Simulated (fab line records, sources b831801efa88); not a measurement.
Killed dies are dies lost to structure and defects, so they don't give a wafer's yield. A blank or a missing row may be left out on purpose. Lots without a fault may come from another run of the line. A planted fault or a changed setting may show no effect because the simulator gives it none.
Which tool did it? | flow gf180mcu | 6 lots, 18 wafers sampled, at 2 steps of a route of 602

WHAT THE GAUGES READ, wafer by wafer
GF_STI_CD_MEAS_12: target cd 220 nm.
lot  | measured    | on        | cd_nm (nm)
L793 | day 2 16:05 | cd_sem-02 | 219.8 219.1 219.3
L795 | day 3 04:04 | cd_sem-01 | 219.8 220.1 220.0
L798 | day 3 18:17 | cd_sem-01 | 207.7 207.6 219.4
L808 | day 6 00:27 | cd_sem-02 | 220.0 219.3 219.6
L810 | day 6 13:10 | cd_sem-02 | 220.7 221.7 221.4
L812 | day 6 19:23 | cd_sem-01 | 220.9 220.9 220.4

WHICH TOOL RAN EACH LOT (tool, then ch and the chambers of the sampled wafers, then the start)
lot  | GF_STI_EXPOSE_09
L793 | krf_scanner-01 ch 0, day 2 10:44
L795 | krf_scanner-01 ch 0, day 2 22:13
L798 | krf_scanner-01 ch 0, day 3 12:13
L808 | krf_scanner-02 ch 0, day 5 17:16
L810 | krf_scanner-01 ch 0, day 6 05:41
L812 | krf_scanner-01 ch 0, day 6 11:38
- GF_STI_EXPOSE_09: exposes mask COMP, target cd 220 nm.

THE ANSWER, worked out from the rows above alone
Rule: what is usual is taken from the lots themselves. Put in order of their means at a reading, lots are off if they are a third of the lots or fewer, leave a main group of 4 or more, and stand apart from it by a gap of 3 or more times the standard deviation of the main group's means; of several such gaps the widest counts. A main group whose means are all the same, to the digits that the tables above print for the reading, isn't used. A lot without any number at a reading at which 4 lots or more have one is off too. The other lots that the step has rows for count as sound.
Off: L798, at GF_STI_CD_MEAS_12 (cd_nm). The main group: mean 220.2 nm, standard deviation 0.7.
A tool fits if, at a process step before that reading, it ran every lot that is off, and no sound lot after the first of them. The gauges at GF_STI_CD_MEAS_12 are tried like those tools. None of those tried fits.

WHAT THE SIMULATOR HAD PUT IN
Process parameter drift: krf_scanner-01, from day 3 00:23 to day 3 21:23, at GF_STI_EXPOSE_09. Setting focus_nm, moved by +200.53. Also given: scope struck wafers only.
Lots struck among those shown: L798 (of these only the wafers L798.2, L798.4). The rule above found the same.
